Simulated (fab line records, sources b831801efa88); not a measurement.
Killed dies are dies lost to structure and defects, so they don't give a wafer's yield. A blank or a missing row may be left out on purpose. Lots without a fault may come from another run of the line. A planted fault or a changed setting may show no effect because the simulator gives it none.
Which tool did it? | flow gf180mcu | 7 lots, 21 wafers sampled, at 3 steps of a route of 602

WHAT THE GAUGES READ, wafer by wafer
GF_PSD_RS_MEAS_14: measures by four-point-probe.
lot  | measured     | on            | NSD_RS (ohm/sq)
L912 | day 15 05:51 | film_metro-02 | 46.36 46.26 46.24
L914 | day 15 23:18 | film_metro-03 | 46.33 46.30 46.28
L918 | day 17 12:34 | film_metro-02 | 46.26 46.32 46.16
L921 | day 18 10:01 | film_metro-04 | 46.21 46.09 46.19
L924 | day 19 16:08 | film_metro-02 | 46.29 46.34 46.25
L929 | day 21 05:01 | film_metro-04 | 46.23 46.41 46.20
L932 | day 22 09:41 | film_metro-04 | 47.65 47.72 47.52 47.74 47.68 47.66

WHICH TOOL RAN EACH LOT (tool, then ch and the chambers of the sampled wafers, then the start)
lot  | GF_NSD_IMPLANT_10               | GF_NSD_STRIP_11
L912 | implanter-02 ch 0, day 14 08:01 | plasma_asher-01 ch 0,1, day 14 08:10
L914 | implanter-01 ch 0, day 15 00:55 | plasma_asher-02 ch 0,1, day 15 01:04
L918 | implanter-04 ch 0, day 16 13:23 | plasma_asher-04 ch 0,1, day 16 13:32
L921 | implanter-02 ch 0, day 17 10:38 | plasma_asher-04 ch 0,1, day 17 10:45
L924 | implanter-04 ch 0, day 18 15:04 | plasma_asher-01 ch 0,1, day 18 15:11
L929 | implanter-01 ch 0, day 20 04:46 | plasma_asher-02 ch 0,1, day 20 04:53
L932 | implanter-01 ch 0, day 21 09:31 | plasma_asher-02 ch 0,1, day 21 09:40
- GF_NSD_IMPLANT_10
- GF_NSD_STRIP_11: strips in O2/N2.

THE ANSWER, worked out from the rows above alone
Rule: what is usual is taken from the lots themselves. Put in order of their means at a reading, lots are off if they are a third of the lots or fewer, leave a main group of 4 or more, and stand apart from it by a gap of 3 or more times the standard deviation of the main group's means; of several such gaps the widest counts. A main group whose means are all the same, to the digits that the tables above print for the reading, isn't used. A lot without any number at a reading at which 4 lots or more have one is off too. The other lots that the step has rows for count as sound.
Off: L932, at GF_PSD_RS_MEAS_14 (NSD_RS). The main group: mean 46.26 ohm/sq, standard deviation 0.048.
A tool fits if, at a process step before that reading, it ran every lot that is off, and no sound lot after the first of them. The gauges at GF_PSD_RS_MEAS_14 are tried like those tools. Can't be told from this: 3 tools fit, implanter-01 at GF_NSD_IMPLANT_10, plasma_asher-02 at GF_NSD_STRIP_11, film_metro-04 at GF_PSD_RS_MEAS_14.

WHAT THE SIMULATOR HAD PUT IN
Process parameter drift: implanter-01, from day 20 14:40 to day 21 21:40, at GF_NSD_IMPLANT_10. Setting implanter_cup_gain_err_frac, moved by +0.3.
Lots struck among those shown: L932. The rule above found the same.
